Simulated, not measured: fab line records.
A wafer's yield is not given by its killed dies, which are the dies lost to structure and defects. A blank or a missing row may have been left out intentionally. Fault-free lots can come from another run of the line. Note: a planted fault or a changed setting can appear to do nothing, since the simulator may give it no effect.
A struck lot beside a sound one :: flow sky130 :: 38 steps out of a route of 708
Sound: wafers L914.1, L914.2, L914.3. Struck: wafer L910.6 (left out: L910.3, a lot-mate that was not struck); the cause follows at the end.
For every step that has rows: the tool of each side, followed by ch and its chambers, followed by its first start. Under that, the readings that differ: sound wafers :: struck wafers :: difference of the means :: sigmas: that difference in standard deviations of wafers without a fault.
alike: readings whose means differ by less than 2 such deviations, and words and numbers that are the same on both sides. not compared: withheld readings, readings that some wafer has no value for, bounds like >300 that may hide the same value, and numbers for which the record gives no deviation and whose values overlap.
Wherever a step has rows on one side only, a row that says differs or no value, or a row with sigmas, the two part there. Non-overlapping numbers with no deviation appear without sigmas and do not part them. A reading missing from all wafers of one side parts the sides only when that side holds two or more wafers.

first, 9 steps without rows for these wafers: SKY_VIA3_SPUTTER_20 (material TiN, target thk 20 nm, time 80 s); SKY_VIA3_CVD_21 (deposits W, target thk 390 nm, time 117.31 s); SKY_VIA3_CMP_24 (polishes, stops on SiO2, t overpolish 20 s, target thk 0 nm); SKY_METAL4_SPUTTER_00 (material Ti, target thk 15 nm, time 10 s); SKY_METAL4_SPUTTER_01 (material TiN, target thk 20 nm, time 16.7 s); SKY_METAL4_SPUTTER_02 (material AlCu, target thk 735 nm, time 39.1 s); SKY_METAL4_SPUTTER_03 (material Ti, target thk 5 nm, time 3.3 s); SKY_METAL4_SPUTTER_04 (material TiN, target thk 70 nm, time 58.3 s); SKY_CAP2M_CVD_00 (deposits SiO2, target thk 15.5 nm).
SKY_CAP2M_SPUTTER_02: material TiN, target thk 200 nm, time 166.7 s.
  sound on pvdSputter-01 at day 46 03:44; struck on pvdSputter-04 at day 45 09:17
reading: model.TiN_of_CAP2M_SPUTTER_02.thkNm (nm)
sound: 198.6 198.4 200.8
struck: 181.8
difference: -17.5
sigmas: 
  alike: cathodeDcPowerW, chamberPressurePa, throttleValvePct
SKY_CAP2M_RS_MEAS_03: the measuring method here is four-point-probe.
  sound on filmMetro-02 at day 46 03:51; struck on filmMetro-02 at day 45 09:26
reading: CAP2M_TIN_RS (ohm/sq)
sound: 6.96 6.97 6.90
struck: 7.63
difference: +0.69
sigmas: +9
SKY_CAP2M_THK_MEAS_04: measures by xrf.
  sound on filmMetro-02 at day 46 03:58; struck on filmMetro-02 at day 45 09:32
reading: CAP2M_TIN_THK (nm)
sound: 198.6 198.3 199.8
struck: 179.2
difference: -19.7
sigmas: -9
then, 7 steps without rows for these wafers: SKY_CAP2M_DEHYDRATE_05 (time 60 s); SKY_CAP2M_HMDS_06 (prime time 60 s); SKY_CAP2M_COAT_07 (resist thk 1140 nm); SKY_CAP2M_SOFTBAKE_08 (time 60 s); SKY_CAP2M_EXPOSE_09 (exposes mask CAP2M, target cd 1000 nm); SKY_CAP2M_PEB_10; SKY_CAP2M_DEVELOP_11 (develop time 60 s).
SKY_CAP2M_METAL_ETCH_13: etches TiN in Cl2/BCl3, stops on SiO2, target depth 220 nm, time 62.9 s.
  sound on rieMetal-02 ch 0,1, day 47 01:03; struck on rieMetal-04 ch 0, day 46 06:08
reading: oesProductAu (a.u.)
sound: 0.940 0.936 0.948
struck: 0.894
difference: -0.047
sigmas: -6

reading: throttleValvePct (%)
sound: 21.929 21.896 21.900
struck: 21.941
difference: +0.033
sigmas: +4
  alike: drypumpMotorCurrentA, heBacksideLeakSccm, rfFwdPowerW
  not compared: rfHoursCounterH
then, 16 steps without rows for these wafers: SKY_CAP2M_STRIP_14 (strips in O2/N2); SKY_CAP2M_STRIP_15 (strips in post etch residue remover, time 1200 s); SKY_CAP2M_CLEAN_16 (cleans in IPA, time 180 s); SKY_CAP2M_CLEAN_17 (cleans in O3/DIW); SKY_METAL4_DEHYDRATE_05 (time 60 s); SKY_METAL4_HMDS_06 (prime time 60 s); SKY_METAL4_COAT_07 (resist thk 60 nm); SKY_METAL4_COAT_08 (resist thk 1140 nm); SKY_METAL4_SOFTBAKE_09 (time 90 s); SKY_METAL4_EXPOSE_10 (exposes mask MM4, target cd 300 nm); SKY_METAL4_PEB_11; SKY_METAL4_DEVELOP_12 (develop time 60 s); SKY_METAL4_DESCUM_15 (chemistry O2, time 8 s); SKY_METAL4_ETCH_16 (etches BARC in N2/H2, stops on SiO2, time 88.2 s, target depth 60 nm); SKY_METAL4_ETCH_17 (etches SiO2 in C4F8/O2/Ar, stops on TiN, time 3.9 s, target depth 15 nm); SKY_METAL4_METAL_ETCH_18 (etches the open film in Cl2/BCl3, stops on SiO2, target depth 845 nm, time 183.1 s).
SKY_METAL4_STRIP_20: strips in post etch residue remover, time 1200 s.
  sound on wetBench-04 ch 3, day 47 22:13; struck on wetBench-03 ch 0, day 47 03:51
reading: model.TiN_of_CAP2M_SPUTTER_02.thkNm (nm)
sound: 197.8 197.5 199.9
struck: 181
difference: -17
sigmas: 
  alike: bathHeatDutyPct
-- the record jumps here: 3 days lie between the struck wafers' starts before and after (it left off in module METAL4 and takes up again in module PAD_OPEN, whose first step shown is number 708 of the route) --
SKY_PAD_OPEN_PROBE_99:
  sound on prober-02 at day 50 23:41; struck on prober-01 at day 50 09:38
reading: killedAtFrontEnd
sound: 12 16 16
struck: 27
difference: +12
sigmas: +3

reading: sort_bin_5_function (%)
sound: 8.5 8.9 8.9
struck: 11.8
difference: +3.0
sigmas: +2

reading: model.etest.capMim2.plateOhmSq
sound: 6.012 6.052 5.99
struck: 6.572
difference: +0.554
sigmas: 
  alike: defectLimitedYield, killed_at_M0_to_M3, killed_at_M4_up, killedAtContacts, killedAtOther, killedDies, killedOpen, killedShort, sort_bin_3_pad_short, sort_bin_6_memory, sortNPass, sortYieldPct

== WHERE THEY PART ==
First at SKY_CAP2M_RS_MEAS_03; last, within this record, at SKY_PAD_OPEN_PROBE_99.

WHY: what the simulator had put in
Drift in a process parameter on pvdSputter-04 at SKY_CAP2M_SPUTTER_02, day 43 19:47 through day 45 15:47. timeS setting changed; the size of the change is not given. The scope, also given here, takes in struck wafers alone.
